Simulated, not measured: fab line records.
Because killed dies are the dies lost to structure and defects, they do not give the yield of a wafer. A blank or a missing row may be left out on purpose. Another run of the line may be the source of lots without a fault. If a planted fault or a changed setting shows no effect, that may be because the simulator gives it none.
Matching of chambers :: flow sky130 :: rieDiel-03 running SKY_FIELD_ISO_ETCH_15: 4 sister chambers
The step etches the open film in CHF3/O2, stops on Si, target depth 180 nm, time 72 s. 14 wafers are shown with their chamber, then 7 later ones without.

== WAFERS PAIRED WITH THEIR CHAMBERS ==
wafer: L814.1
chamber: 3
drypumpMotorCurrentA (A): 6.2
runLengthS (s): 99.6
throttleValvePct (%): 8.837

wafer: L814.2
chamber: 1
drypumpMotorCurrentA (A): 5.7
runLengthS (s): 99.3
throttleValvePct (%): 8.847

wafer: L814.3
chamber: 2
drypumpMotorCurrentA (A): 6.2
runLengthS (s): 100.0
throttleValvePct (%): 8.855

wafer: L818.2
chamber: 0
drypumpMotorCurrentA (A): 5.2
runLengthS (s): 100.7
throttleValvePct (%): 8.855

wafer: L818.4
chamber: 3
drypumpMotorCurrentA (A): 6.2
runLengthS (s): 99.6
throttleValvePct (%): 8.857

wafer: L818.6
chamber: 3
drypumpMotorCurrentA (A): 6.2
runLengthS (s): 100.1
throttleValvePct (%): 8.847

wafer: L824.1
chamber: 0
drypumpMotorCurrentA (A): 5.2
runLengthS (s): 100.6
throttleValvePct (%): 8.837

wafer: L824.3
chamber: 1
drypumpMotorCurrentA (A): 5.8
runLengthS (s): 99.6
throttleValvePct (%): 8.844

wafer: L824.5
chamber: 3
drypumpMotorCurrentA (A): 6.2
runLengthS (s): 99.8
throttleValvePct (%): 8.853

wafer: L825.2
chamber: 3
drypumpMotorCurrentA (A): 6.2
runLengthS (s): 99.7
throttleValvePct (%): 8.857

wafer: L825.3
chamber: 1
drypumpMotorCurrentA (A): 5.8
runLengthS (s): 99.8
throttleValvePct (%): 8.830

wafer: L825.4
chamber: 2
drypumpMotorCurrentA (A): 6.2
runLengthS (s): 99.9
throttleValvePct (%): 8.852

wafer: L826.1
chamber: 3
drypumpMotorCurrentA (A): 6.2
runLengthS (s): 99.6
throttleValvePct (%): 8.839

wafer: L826.3
chamber: 2
drypumpMotorCurrentA (A): 6.2
runLengthS (s): 100.1
throttleValvePct (%): 8.839

SIGNATURES, as means of the wafers listed above
reading: drypumpMotorCurrentA
chamber 0: 5.200
chamber 1: 5.767
chamber 2: 6.200
chamber 3: 6.200
scatter within a chamber: 0.0258

reading: runLengthS
chamber 0: 100.650
chamber 1: 99.567
chamber 2: 100.000
chamber 3: 99.733
scatter within a chamber: 0.186

reading: throttleValvePct
chamber 0: 8.84600
chamber 1: 8.84033
chamber 2: 8.84867
chamber 3: 8.84833
scatter within a chamber: 0.00928
Rule: distance of a wafer from a chamber = root of the sum over the readings of ((wafer's reading minus chamber's mean) / reading's scatter) squared. If the next closest chamber is less than 2 further off than the closest, the wafer can't be placed; otherwise it belongs to the closest. How the scatter is found: for the shown wafers, subtract from each reading the mean of its chamber, square and add these, divide the total by (wafers less chambers), then take the root.

== WAFERS WITHOUT THEIR CHAMBER ==
wafer: L826.5
drypumpMotorCurrentA (A): 5.8
runLengthS (s): 100.0
throttleValvePct (%): 8.854

wafer: L834.1
drypumpMotorCurrentA (A): 6.3
runLengthS (s): 99.8
throttleValvePct (%): 8.843

wafer: L834.5
drypumpMotorCurrentA (A): 5.8
runLengthS (s): 99.4
throttleValvePct (%): 8.841

wafer: L834.6
drypumpMotorCurrentA (A): 6.3
runLengthS (s): 99.8
throttleValvePct (%): 8.854

wafer: L837.2
drypumpMotorCurrentA (A): 5.2
runLengthS (s): 100.6
throttleValvePct (%): 8.844

wafer: L837.4
drypumpMotorCurrentA (A): 5.2
runLengthS (s): 100.6
throttleValvePct (%): 8.860

wafer: L837.6
drypumpMotorCurrentA (A): 5.8
runLengthS (s): 99.6
throttleValvePct (%): 8.838

== CHAMBER TAKEN BY EACH ==
wafer: L826.5
from the rows above: 1
in truth: 1

wafer: L834.1
from the rows above: can't be placed: 3 or 2
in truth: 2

wafer: L834.5
from the rows above: 1
in truth: 1

wafer: L834.6
from the rows above: can't be placed: 3 or 2
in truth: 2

wafer: L837.2
from the rows above: 0
in truth: 0

wafer: L837.4
from the rows above: 0
in truth: 0

wafer: L837.6
from the rows above: 1
in truth: 1
Placed correctly: 5 of 7. Unplaceable from these rows: 2, with the true chamber sitting among the candidates in 2. Number placed wrongly: 0.
